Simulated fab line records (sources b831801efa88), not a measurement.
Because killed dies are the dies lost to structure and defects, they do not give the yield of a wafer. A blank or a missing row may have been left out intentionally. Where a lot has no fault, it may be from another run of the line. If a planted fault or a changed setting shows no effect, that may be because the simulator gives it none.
Which of the tools did it?	flow gf180mcu	Sampling: 14 lots, 42 wafers, 5 of 602 route steps

== WHAT THE GAUGES READ, wafer by wafer ==
GF_HV_LDD_OVL_MEAS_32. Usual: HV_LDD_02_OVL gives 1.9 nm (standard deviation 1.3).
lot	measured	on	HV_LDD_02_OVL (nm)	flag
L770	day 11 15:11	overlay-01	0.5 1.1 2.2	
L771	day 11 18:26	overlay-01	2.8 1.1 2.8	
L773	day 12 10:41	overlay-01	4.1 3.0 2.5	
L774	day 12 15:59	overlay-01	1.9 1.9 1.5	
L775	day 13 00:41	overlay-02	0.9 3.0 1.9	
L777	day 13 18:08	overlay-01	1.8 1.5 1.5	
L778	day 14 01:35	overlay-02	2.5 2.8 1.8	
L779	day 14 12:47	overlay-02	-2.0 0.6 0.9	
L781	day 14 19:37	overlay-01	1.9 1.0 1.0	
L785	day 16 13:23	overlay-02	2.8 2.0 4.7	
L786	day 16 14:11	overlay-02	3.3 4.3 0.9	
L787	day 17 11:20	overlay-02	0.4 2.8 0.9	
L791	day 18 15:59	overlay-01	2.1 3.3 1.1	
L792	day 19 05:11	overlay-01	-1.2 1.2 1.2	

GF_HV_LDD_CD_MEAS_46 targets a cd of 400 nm. Usual: cdNm reads 399.1 nm (standard deviation 2.8).
lot	measured	on	cdNm (nm)	flag
L770	day 12 10:31	cdSem-02	403.8 404.4 400.1	
L771	day 12 14:41	cdSem-01	396.1 395.2 396.7	
L773	day 13 06:59	cdSem-01	404.4 403.4 404.4	
L774	day 13 12:20	cdSem-02	400.4 400.8 399.2	
L775	day 13 21:43	cdSem-02	400.2 400.2 400.2	
L777	day 14 15:40	cdSem-01	395.1 399.0 393.3	
L778	day 14 22:53	cdSem-01	404.7 401.7 402.9	
L779	day 15 10:19	cdSem-01	397.0 394.7 394.0	
L781	day 15 18:02	cdSem-01	396.6 399.7 395.7	
L785	day 17 12:33	cdSem-01	400.8 398.2 397.7	
L786	day 17 14:01	cdSem-02	398.7 401.6 399.2	
L787	day 18 10:52	cdSem-02	395.8 398.8 396.8	
L791	day 19 16:46	cdSem-02	397.2 395.1 396.5	
L792	day 20 05:43	cdSem-01	401.6 404.9 404.1	

GF_SAB_CD_MEAS_09 targets a cd of 420 nm. Usual: cdNm reads 420.3 nm (standard deviation 2).
lot	measured	on	cdNm (nm)	flag
L770	day 15 04:01	cdSem-02	421.2 420.7 421.3	
L771	day 15 08:26	cdSem-02	417.3 416.7 418.1	
L773	day 16 03:50	cdSem-02	421.5 421.9 424.0	
L774	day 16 09:20	cdSem-01	415.1 414.5 414.9	
L775	day 16 19:10	cdSem-02	419.4 419.0 423.3	
L777	day 17 14:04	cdSem-01	420.5 421.8 420.5	
L778	day 17 21:35	cdSem-01	418.3 417.7 418.7	
L779	day 18 11:25	cdSem-02	422.4 420.3 423.7	
L781	day 18 19:02	cdSem-01	421.7 421.3 423.2	
L785	day 20 16:38	cdSem-02	411.1 414.0 413.3	OFF
L786	day 20 19:28	cdSem-01	413.7 412.5 410.9	OFF
L787	day 21 15:34	cdSem-02	420.2 417.8 419.1	
L791	day 22 20:19	cdSem-02	418.4 420.1 419.1	
L792	day 23 08:04	cdSem-02	420.9 423.8 425.1	

== TOOL THAT RAN EACH LOT (tool first, then ch and the chambers of the sampled wafers, then the start) ==
lot	GF_HV_LDD_RTA_52	GF_SAB_DEVELOP_08
L770	rtpAnneal-01 ch 0, day 12 11:02	lithoTrack-04 ch 0, day 15 03:52
L771	rtpAnneal-01 ch 0, day 12 15:12	lithoTrack-02 ch 0, day 15 08:17
L773	rtpAnneal-01 ch 0, day 13 07:29	lithoTrack-01 ch 0, day 16 03:42
L774	rtpAnneal-02 ch 0, day 13 12:51	lithoTrack-04 ch 0, day 16 09:11
L775	rtpAnneal-02 ch 0, day 13 22:13	lithoTrack-01 ch 0, day 16 19:01
L777	rtpAnneal-02 ch 0, day 14 16:11	lithoTrack-01 ch 0, day 17 13:55
L778	rtpAnneal-02 ch 0, day 14 23:24	lithoTrack-02 ch 0, day 17 21:26
L779	rtpAnneal-02 ch 0, day 15 10:50	lithoTrack-04 ch 0, day 18 11:16
L781	rtpAnneal-02 ch 0, day 15 18:31	lithoTrack-01 ch 0, day 18 18:53
L785	rtpAnneal-02 ch 0, day 17 13:03	lithoTrack-01 ch 0, day 20 16:29
L786	rtpAnneal-01 ch 0, day 17 14:32	lithoTrack-01 ch 0, day 20 19:19
L787	rtpAnneal-01 ch 0, day 18 11:23	lithoTrack-04 ch 0, day 21 15:25
L791	rtpAnneal-01 ch 0, day 19 17:17	lithoTrack-04 ch 0, day 22 20:10
L792	rtpAnneal-02 ch 0, day 20 06:14	lithoTrack-04 ch 0, day 23 07:55
- GF_HV_LDD_RTA_52: time 10 s.
- GF_SAB_DEVELOP_08: develop time 60 s.

== AS READ BY THE TOOLS THEMSELVES (means over the sampled wafers that have a number; for cases with no such wafer, the mark the record gives instead) ==
GF_HV_LDD_RTA_52. Usual: lampPowerPct 35.7 %, standard deviation 0.31; wafer_temp_C_max 1004.0, standard deviation 1.
lot	tool	lampPowerPct (%)	wafer_temp_C_max	flag
L770	rtpAnneal-01	35.3	1003.9	
L771	rtpAnneal-01	35.3	1004.1	
L773	rtpAnneal-01	35.4	1003.2	
L774	rtpAnneal-02	36.0	1004.9	
L775	rtpAnneal-02	35.9	1004.5	
L777	rtpAnneal-02	36.0	1003.7	
L778	rtpAnneal-02	35.9	1005.2	
L779	rtpAnneal-02	35.9	1004.8	
L781	rtpAnneal-02	36.0	1003.5	
L785	rtpAnneal-02	35.9	1004.5	
L786	rtpAnneal-01	35.3	1003.4	
L787	rtpAnneal-01	35.3	1003.5	
L791	rtpAnneal-01	35.3	1003.3	
L792	rtpAnneal-02	35.9	1004.8	

GF_SAB_DEVELOP_08. Usual: developerTempC 22.99 C, standard deviation 0.094; resistLineTempC 22.98 C, standard deviation 0.1.
lot	tool	developerTempC (C)	resistLineTempC (C)	flag
L770	lithoTrack-04	22.94	22.95	
L771	lithoTrack-02	22.93	23.16	
L773	lithoTrack-01	22.97	22.95	
L774	lithoTrack-04	22.99	22.91	
L775	lithoTrack-01	22.88	22.97	
L777	lithoTrack-01	23.10	22.99	
L778	lithoTrack-02	23.03	22.98	
L779	lithoTrack-04	23.05	23.03	
L781	lithoTrack-01	23.01	23.08	
L785	lithoTrack-01	20.77	22.88	OFF
L786	lithoTrack-01	20.68	22.85	OFF
L787	lithoTrack-04	23.00	23.04	
L791	lithoTrack-04	22.91	22.92	
L792	lithoTrack-04	23.05	23.00	

== THE ANSWER, worked out from the rows above alone ==
Rule: take the mean of a lot's wafers that have a number; if it is more than 3 standard deviations from the usual mean, the lot is off. Also off: a lot with no number at a reading for which 4 or more lots have one. Where the step has rows for the other lots, those lots are counted as sound. After the gauges, taken in route order, come the tools' own readings; for these a lot's mean is taken, as printed above. At the first step where some lot is off, the reading lying furthest off is the one used; lots without a number count as furthest.
Off, at GF_SAB_CD_MEAS_09 on cdNm: L785, L786.
If a tool, at a process step before that reading, ran all the lots that are off and no sound lot after the first of them, it fits. The gauges at GF_SAB_CD_MEAS_09 aren't tried: what is off there is off at GF_SAB_DEVELOP_08 too, on other tools, and a gauge's error can't cause that. One fits: lithoTrack-01 at GF_SAB_DEVELOP_08. A fault onset in the window from L781 (day 18 18:53, its last sound lot) to L785 (day 20 16:29, its first lot off) fits.
The tool's own readings at GF_SAB_DEVELOP_08 bear it out: on the lots that are off they differ by more than 5 times the standard deviation of the sound lots' means. developerTempC reads 20.73 C there against 22.99 C on the sound lots.

== WHAT THE SIMULATOR PUT IN ==
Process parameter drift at GF_SAB_DEVELOP_08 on lithoTrack-01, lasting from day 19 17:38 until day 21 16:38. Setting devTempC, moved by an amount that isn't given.
Lots struck among those shown: L785, L786. This agrees with what the rule above found.
